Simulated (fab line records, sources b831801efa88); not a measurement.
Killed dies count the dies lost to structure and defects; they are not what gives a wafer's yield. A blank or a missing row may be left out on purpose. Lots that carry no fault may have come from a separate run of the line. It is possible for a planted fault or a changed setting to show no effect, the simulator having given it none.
Chamber matching | flow sky130 | SKY_VIA4_HDPCVD_00 on hdpcvd-02 has 3 sister chambers
The step deposits SiO2, target thk 1750 nm, time 291.7 s. 14 wafers are shown with their chamber, then 7 later ones without.

## WAFERS WITH THEIR CHAMBER
wafer  | chamber | run_length_s (s) | pressure_mtorr (mTorr) | sih4_flow_sccm (sccm)
L260.1 | 0       | 319.4            | 5.978                  | 60.20
L260.3 | 1       | 319.2            | 5.998                  | 59.82
L260.5 | 2       | 319.4            | 6.008                  | 59.90
L262.4 | 2       | 319.8            | 5.977                  | 60.14
L262.5 | 0       | 319.6            | 6.003                  | 59.74
L262.6 | 1       | 318.6            | 6.009                  | 60.15
L275.1 | 1       | 318.5            | 5.983                  | 60.09
L275.4 | 1       | 318.7            | 6.009                  | 60.12
L275.6 | 2       | 319.9            | 5.993                  | 59.94
L277.1 | 1       | 318.3            | 6.010                  | 60.07
L277.3 | 2       | 320.0            | 5.995                  | 60.10
L277.6 | 2       | 319.5            | 5.994                  | 60.34
L279.1 | 2       | 319.5            | 6.024                  | 59.86
L279.2 | 0       | 319.2            | 5.989                  | 59.94

SIGNATURES (averages over the wafers above)
reading        | chamber 0 | chamber 1 | chamber 2 | scatter within a chamber
run_length_s   | 319.400   | 318.660   | 319.683   | 0.276
pressure_mtorr | 5.99000   | 6.00180   | 5.99850   | 0.0139
sih4_flow_sccm | 59.9600   | 60.0500   | 60.0467   | 0.176
Rule: a wafer's distance from a chamber is the root of the sum, over the readings, of the square of ((its reading less the chamber's mean) divided by the reading's scatter). The wafer belongs to the nearest chamber; if the next one is less than 2 further off, it can't be placed. The scatter: take each reading less its chamber's mean, square it, sum over the shown wafers, divide by the number of wafers less the number of chambers, and take the root.

## WAFERS WITH NO CHAMBER GIVEN
wafer  | run_length_s (s) | pressure_mtorr (mTorr) | sih4_flow_sccm (sccm)
L279.3 | 318.6            | 6.002                  | 60.09
L281.1 | 319.9            | 6.002                  | 59.92
L281.5 | 319.4            | 6.001                  | 60.10
L281.6 | 318.3            | 5.998                  | 59.90
L282.1 | 318.6            | 6.011                  | 60.01
L282.4 | 319.4            | 5.989                  | 60.06
L282.6 | 320.0            | 6.002                  | 60.02

## WHICH CHAMBER EACH ONE RAN IN
wafer  | from the rows above          | in truth
L279.3 | 1                            | 1
L281.1 | can't be placed: 2 or 0      | 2
L281.5 | can't be placed: 2 or 0 or 1 | 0
L281.6 | 1                            | 1
L282.1 | 1                            | 1
L282.4 | can't be placed: 0 or 2      | 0
L282.6 | can't be placed: 2 or 0      | 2
3 of 7 placed correctly. From these rows, 4 cannot be placed; in 4 the true chamber is one of the candidates. 0 placed wrongly.
